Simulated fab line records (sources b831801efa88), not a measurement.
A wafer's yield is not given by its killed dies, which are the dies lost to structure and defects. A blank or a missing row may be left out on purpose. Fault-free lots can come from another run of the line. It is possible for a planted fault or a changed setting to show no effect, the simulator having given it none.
Matching of chambers | flow sky130 | 3 sister chambers for SKY_CONTACT_CMP_04 on cmp-02
The step polishes SiO2. 3 wafers are shown with their chamber, then 5 later ones without.

WAFERS WITH THEIR CHAMBER
wafer  | chamber | motor current A (A)
L309.4 | 1       | 13.2
L313.1 | 2       | 11.2
L313.5 | 3       | 11.7

WAFERS WITH NO CHAMBER GIVEN
wafer  | motor current A (A)
L316.2 | 11.6
L316.5 | 14.3
L315.3 | 13.3
L315.5 | 12.1
L315.6 | 13.3

WHICH CHAMBER EACH ONE RAN IN
wafer  | from the rows above          | in truth
L316.2 | can't be placed: 3 or 2      | 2
L316.5 | 1                            | 1
L315.3 | 1                            | 1
L315.5 | can't be placed: 3 or 2 or 1 | 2
L315.6 | 1                            | 1
Correctly placed: 3 of 5. Unplaceable from these rows: 2, with the true chamber sitting among the candidates in 2. Placed wrongly: 0.
How it was worked out, from the rows above alone: a wafer's distance from a chamber is the root of the sum, over the readings, of the square of ((its reading less the chamber's mean) divided by the reading's scatter). If the next closest chamber is less than 2 further off than the closest, the wafer can't be placed; otherwise it belongs to the closest. For every chamber, the mean is computed from those of its wafers that are shown. The scatter: with one shown wafer a chamber, the root of the mean of the squares of how far each hidden wafer lies from its nearest shown one.
